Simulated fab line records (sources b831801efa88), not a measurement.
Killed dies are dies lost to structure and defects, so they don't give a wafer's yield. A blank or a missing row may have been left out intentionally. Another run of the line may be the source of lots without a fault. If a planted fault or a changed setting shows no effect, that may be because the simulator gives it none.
What tool caused it? :: flow sky130 :: 39 wafers from 13 lots sampled at 5 of the route's 708 steps

== WHAT THE GAUGES READ, wafer by wafer ==
SKY_VT_ADJUST_HVTP_TW_MEAS_11.
lot: L449
measured: day 6 00:21
on: filmMetro-02
VT_ADJUST_HVTP_TW: 1342 1349 1357

lot: L450
measured: day 6 06:55
on: filmMetro-02
VT_ADJUST_HVTP_TW: 1345 1348 1343

lot: L452
measured: day 6 20:17
on: filmMetro-02
VT_ADJUST_HVTP_TW: 1348 1352 1351

lot: L453
measured: day 7 03:40
on: filmMetro-04
VT_ADJUST_HVTP_TW: 1371 1372 1376

lot: L454
measured: day 7 07:31
on: filmMetro-02
VT_ADJUST_HVTP_TW: 1357 1349 1357

lot: L456
measured: day 7 20:50
on: filmMetro-01
VT_ADJUST_HVTP_TW: 1362 1361 1366

lot: L457
measured: day 8 01:49
on: filmMetro-04
VT_ADJUST_HVTP_TW: 1366 1361 1363

lot: L460
measured: day 8 21:14
on: filmMetro-02
VT_ADJUST_HVTP_TW: 1348 1351 1346

lot: L465
measured: day 10 08:28
on: filmMetro-02
VT_ADJUST_HVTP_TW: 1357 1347 1352

lot: L468
measured: day 11 09:32
on: filmMetro-04
VT_ADJUST_HVTP_TW: 1363 1368 1362

lot: L470
measured: day 11 15:07
on: filmMetro-04
VT_ADJUST_HVTP_TW: 1360 1370 1365

lot: L469
measured: day 11 16:05
on: filmMetro-01
VT_ADJUST_HVTP_TW: 1359 1368 1357

lot: L471
measured: day 11 23:22
on: filmMetro-02
VT_ADJUST_HVTP_TW: 1344 1354 1356

SKY_VT_ADJUST_LVTN_OVL_MEAS_18.
lot: L449
measured: day 7 12:54
on: overlay-02
VT_ADJUST_LVTN_01_OVL (nm): -2.9 -1.8 -3.1

lot: L450
measured: day 7 19:24
on: overlay-02
VT_ADJUST_LVTN_01_OVL (nm): -1.2 -1.7 -0.7

lot: L452
measured: day 8 11:18
on: overlay-02
VT_ADJUST_LVTN_01_OVL (nm): -1.0 -1.3 -1.2

lot: L453
measured: day 8 20:08
on: overlay-02
VT_ADJUST_LVTN_01_OVL (nm): -1.3 -0.3 -1.9

lot: L454
measured: day 9 01:05
on: overlay-01
VT_ADJUST_LVTN_01_OVL (nm): -0.7 0.0 -0.4

lot: L456
measured: day 9 14:20
on: overlay-02
VT_ADJUST_LVTN_01_OVL (nm): -1.2 -0.5 -0.9

lot: L457
measured: day 9 20:23
on: overlay-02
VT_ADJUST_LVTN_01_OVL (nm): -2.7 -3.7 -3.3

lot: L460
measured: day 10 16:19
on: overlay-02
VT_ADJUST_LVTN_01_OVL (nm): -0.3 -0.7 -0.5

lot: L465
measured: day 12 07:14
on: overlay-02
VT_ADJUST_LVTN_01_OVL (nm): -2.0 -0.7 -2.6

lot: L468
measured: day 13 10:08
on: overlay-01
VT_ADJUST_LVTN_01_OVL (nm): 1.6 0.2 0.9

lot: L470
measured: day 13 15:30
on: overlay-02
VT_ADJUST_LVTN_01_OVL (nm): -0.7 -1.9 -2.6

lot: L469
measured: day 13 16:46
on: overlay-02
VT_ADJUST_LVTN_01_OVL (nm): 0.7 -0.2 1.5

lot: L471
measured: day 14 00:56
on: overlay-01
VT_ADJUST_LVTN_01_OVL (nm): 1.2 -1.1 1.6

SKY_SONOS_TUNNEL_CD_MEAS_07 targets a cd of 410 nm.
lot: L449
measured: day 11 04:41
on: cdSem-01
cdNm (nm): 413.5 412.5 415.4

lot: L450
measured: day 11 11:53
on: cdSem-02
cdNm (nm): 411.2 409.6 412.0

lot: L452
measured: day 12 04:38
on: cdSem-02
cdNm (nm): 409.1 408.3 409.6

lot: L453
measured: day 12 16:18
on: cdSem-02
cdNm (nm): 410.6 410.8 411.2

lot: L454
measured: day 12 21:48
on: cdSem-01
cdNm (nm): 408.0 407.9 407.5

lot: L456
measured: day 13 13:53
on: cdSem-02
cdNm (nm): - - -

lot: L457
measured: day 13 18:39
on: cdSem-02
cdNm (nm): - - -

lot: L460
measured: day 14 19:41
on: cdSem-02
cdNm (nm): 412.0 409.9 410.0

lot: L465
measured: day 16 15:35
on: cdSem-02
cdNm (nm): 410.1 409.0 410.1

lot: L468
measured: day 17 23:47
on: cdSem-02
cdNm (nm): 410.2 410.2 411.5

lot: L470
measured: day 18 05:59
on: cdSem-02
cdNm (nm): 408.5 406.0 407.4

lot: L469
measured: day 18 08:22
on: cdSem-02
cdNm (nm): 411.4 410.5 407.1

lot: L471
measured: day 18 17:12
on: cdSem-01
cdNm (nm): 408.3 406.5 408.1

SKY_SONOS_ONO_OVL_MEAS_14.
lot: L449
measured: day 12 11:55
on: overlay-02
SONOS_ONO_OVL (nm): 0.2 -0.4 -0.4

lot: L450
measured: day 12 16:32
on: overlay-01
SONOS_ONO_OVL (nm): 0.7 0.4 1.1

lot: L452
measured: day 13 11:31
on: overlay-02
SONOS_ONO_OVL (nm): -0.9 -0.9 -2.1

lot: L453
measured: day 14 02:22
on: overlay-02
SONOS_ONO_OVL (nm): -0.4 -1.1 -0.6

lot: L454
measured: day 14 06:16
on: overlay-01
SONOS_ONO_OVL (nm): -1.7 -0.6 -1.4

lot: L460
measured: day 16 04:34
on: overlay-01
SONOS_ONO_OVL (nm): 1.8 2.0 3.0

lot: L465
measured: day 18 04:37
on: overlay-01
SONOS_ONO_OVL (nm): 0.5 -0.4 2.2

lot: L468
measured: day 19 11:36
on: overlay-02
SONOS_ONO_OVL (nm): -1.5 1.1 -0.4

lot: L470
measured: day 19 17:22
on: overlay-02
SONOS_ONO_OVL (nm): -0.9 0.7 -1.2

lot: L469
measured: day 19 22:20
on: overlay-02
SONOS_ONO_OVL (nm): 0.2 0.0 -0.4

lot: L471
measured: day 20 06:40
on: overlay-01
SONOS_ONO_OVL (nm): 1.4 0.1 0.4

== TOOL THAT RAN EACH LOT (tool first, then ch and the chambers of the sampled wafers, then the start) ==
lot: L449
SKY_SONOS_TUNNEL_COAT_02: lithoTrack-02 ch 0, day 10 17:11

lot: L450
SKY_SONOS_TUNNEL_COAT_02: lithoTrack-03 ch 0, day 11 00:05

lot: L452
SKY_SONOS_TUNNEL_COAT_02: lithoTrack-03 ch 0, day 11 16:56

lot: L453
SKY_SONOS_TUNNEL_COAT_02: lithoTrack-03 ch 0, day 12 03:41

lot: L454
SKY_SONOS_TUNNEL_COAT_02: lithoTrack-03 ch 0, day 12 09:05

lot: L456
SKY_SONOS_TUNNEL_COAT_02: lithoTrack-02, day 13 01:08

lot: L457
SKY_SONOS_TUNNEL_COAT_02: lithoTrack-04, day 13 06:36

lot: L460
SKY_SONOS_TUNNEL_COAT_02: lithoTrack-04 ch 0, day 14 06:17

lot: L465
SKY_SONOS_TUNNEL_COAT_02: lithoTrack-02 ch 0, day 16 01:29

lot: L468
SKY_SONOS_TUNNEL_COAT_02: lithoTrack-02 ch 0, day 17 08:41

lot: L470
SKY_SONOS_TUNNEL_COAT_02: lithoTrack-02 ch 0, day 17 15:05

lot: L469
SKY_SONOS_TUNNEL_COAT_02: lithoTrack-02 ch 0, day 17 17:28

lot: L471
SKY_SONOS_TUNNEL_COAT_02: lithoTrack-04 ch 0, day 18 01:54
- SKY_SONOS_TUNNEL_COAT_02: resist thk 1140 nm.

== WHAT THE TOOLS THEMSELVES READ (means of the sampled wafers that have a number; where no wafer has one, the mark that the record gives instead) ==
SKY_SONOS_TUNNEL_COAT_02.
lot: L449
tool: lithoTrack-02
chillPlateTempC (C): 22.90
dispensePressureKPa (kPa): 47
resistLineTempC (C): 22.98

lot: L450
tool: lithoTrack-03
chillPlateTempC (C): 23.01
dispensePressureKPa (kPa): 57
resistLineTempC (C): 22.90

lot: L452
tool: lithoTrack-03
chillPlateTempC (C): 23.03
dispensePressureKPa (kPa): 57
resistLineTempC (C): 23.11

lot: L453
tool: lithoTrack-03
chillPlateTempC (C): 23.02
dispensePressureKPa (kPa): 57
resistLineTempC (C): 22.96

lot: L454
tool: lithoTrack-03
chillPlateTempC (C): 23.00
dispensePressureKPa (kPa): 57
resistLineTempC (C): 23.06

lot: L456
tool: lithoTrack-02
chillPlateTempC (C): -
dispensePressureKPa (kPa): -
resistLineTempC (C): -

lot: L457
tool: lithoTrack-04
chillPlateTempC (C): -
dispensePressureKPa (kPa): -
resistLineTempC (C): -

lot: L460
tool: lithoTrack-04
chillPlateTempC (C): 23.06
dispensePressureKPa (kPa): 53
resistLineTempC (C): 23.06

lot: L465
tool: lithoTrack-02
chillPlateTempC (C): 22.88
dispensePressureKPa (kPa): 47
resistLineTempC (C): 23.00

lot: L468
tool: lithoTrack-02
chillPlateTempC (C): 22.96
dispensePressureKPa (kPa): 47
resistLineTempC (C): 22.99

lot: L470
tool: lithoTrack-02
chillPlateTempC (C): 22.94
dispensePressureKPa (kPa): 47
resistLineTempC (C): 23.09

lot: L469
tool: lithoTrack-02
chillPlateTempC (C): 23.09
dispensePressureKPa (kPa): 47
resistLineTempC (C): 23.09

lot: L471
tool: lithoTrack-04
chillPlateTempC (C): 22.93
dispensePressureKPa (kPa): 53
resistLineTempC (C): 23.08

== THE ANSWER, worked out from the rows above alone ==
Rule: what is usual is taken from the lots themselves. The widest of any qualifying gaps counts: lots, ordered by their means at a reading, are off when they make up no more than a third of the lots, leave a main group of 4 or more, and stand apart from it by 3 or more times the standard deviation of that group's means. The tables above print the reading to a certain number of digits; a main group whose means all agree to those digits is not used. A lot without any number at a reading at which 4 lots or more have one is off too. All remaining lots with rows at the step are treated as sound. The gauges are gone through in route order, then the tools' own readings, and for those a lot's mean is taken as printed above. The first step at which some lot is off is used, and at that step the reading that is off furthest; a lot without a number counts as furthest.
Off, at SKY_SONOS_TUNNEL_CD_MEAS_07 on cdNm: L456, L457. Without a number there: L456, L457. Main group: mean 409.8 nm, sd 1.8.
If a tool, at a process step before that reading, ran all the lots that are off and no sound lot after the first of them, it fits. Not tried: the gauges at SKY_SONOS_TUNNEL_CD_MEAS_07; whatever is off there is also off at SKY_SONOS_TUNNEL_COAT_02, on other tools, and gauge error can't account for it. None of those tried fits.

== WHAT THE SIMULATOR HAD PUT IN ==
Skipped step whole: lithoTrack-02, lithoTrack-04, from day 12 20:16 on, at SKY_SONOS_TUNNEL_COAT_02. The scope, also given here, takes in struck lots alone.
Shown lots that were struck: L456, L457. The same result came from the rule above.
